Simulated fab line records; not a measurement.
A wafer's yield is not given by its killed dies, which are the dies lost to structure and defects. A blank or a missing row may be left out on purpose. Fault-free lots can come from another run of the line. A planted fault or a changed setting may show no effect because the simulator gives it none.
Chamber matching + flow sfqLine + cmp-01 running SFQ_TRILAYER_I7_CMP_CMP_184: 4 sister chambers
The step polishes SiO2. 16 wafers are shown with their chamber, then 8 later ones without.

## WAFERS PAIRED WITH THEIR CHAMBERS
| wafer  | chamber | motorCurrentA (A) | timeToEndpointS (s) |
|--------|---------|-------------------|---------------------|
| L405.1 | 0       | 10.0              | 217                 |
| L405.2 | 2       | 10.0              | 216                 |
| L405.3 | 3       | 9.1               | 202                 |
| L407.4 | 1       | 9.8               | 236                 |
| L407.1 | 0       | 10.6              | 222                 |
| L407.2 | 3       | 9.4               | 206                 |
| L408.1 | 1       | 9.7               | 229                 |
| L408.3 | 0       | 10.8              | 210                 |
| L408.6 | 1       | 9.8               | 234                 |
| L410.1 | 1       | 9.4               | 219                 |
| L410.3 | 2       | 10.2              | 204                 |
| L410.4 | 0       | 10.5              | 216                 |
| L412.1 | 3       | 8.9               | 194                 |
| L412.4 | 2       | 10.5              | 210                 |
| L412.6 | 1       | 9.5               | 216                 |
| L414.1 | 3       | 9.7               | 193                 |

SIGNATURES, as means of the wafers listed above
| reading         | chamber 0 | chamber 1 | chamber 2 | chamber 3 | scatter within a chamber |
|-----------------|-----------|-----------|-----------|-----------|--------------------------|
| motorCurrentA   | 10.475    | 9.640     | 10.233    | 9.275     | 0.285                    |
| timeToEndpointS | 216.25    | 226.80    | 210.00    | 198.75    | 6.97                     |
Rule: distance of a wafer from a chamber = root of the sum over the readings of ((wafer's reading minus chamber's mean) / reading's scatter) squared. The wafer belongs to the nearest chamber; if the next one is less than 2 further off, it can't be placed. The scatter: take each reading less its chamber's mean, square it, sum over the shown wafers, divide by the number of wafers less the number of chambers, and take the root.

## WAFERS WHOSE CHAMBER IS MISSING
| wafer  | motorCurrentA (A) | timeToEndpointS (s) |
|--------|-------------------|---------------------|
| L414.2 | 10.5              | 211                 |
| L414.3 | 9.9               | 205                 |
| L415.3 | 11.2              | 206                 |
| L415.2 | 10.7              | 206                 |
| L415.6 | 11.1              | 208                 |
| L417.2 | 9.9               | 197                 |
| L417.3 | 9.9               | 205                 |
| L417.4 | 9.7               | 222                 |

## WHICH CHAMBER EACH ONE RAN IN
| wafer  | from the rows above               | in truth |
|--------|-----------------------------------|----------|
| L414.2 | can't be placed: 0 or 2           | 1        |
| L414.3 | can't be placed: 2 or 3 or 0 or 1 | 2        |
| L415.3 | can't be placed: 0 or 2           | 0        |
| L415.2 | can't be placed: 0 or 2           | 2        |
| L415.6 | can't be placed: 0 or 2           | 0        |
| L417.2 | can't be placed: 2 or 3 or 0      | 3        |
| L417.3 | can't be placed: 2 or 3 or 0 or 1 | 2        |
| L417.4 | can't be placed: 1 or 2           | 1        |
Correctly placed: 0 of 8. Can't be placed from these rows: 8 (the true chamber is among the candidates in 7). Placed wrongly: 0.
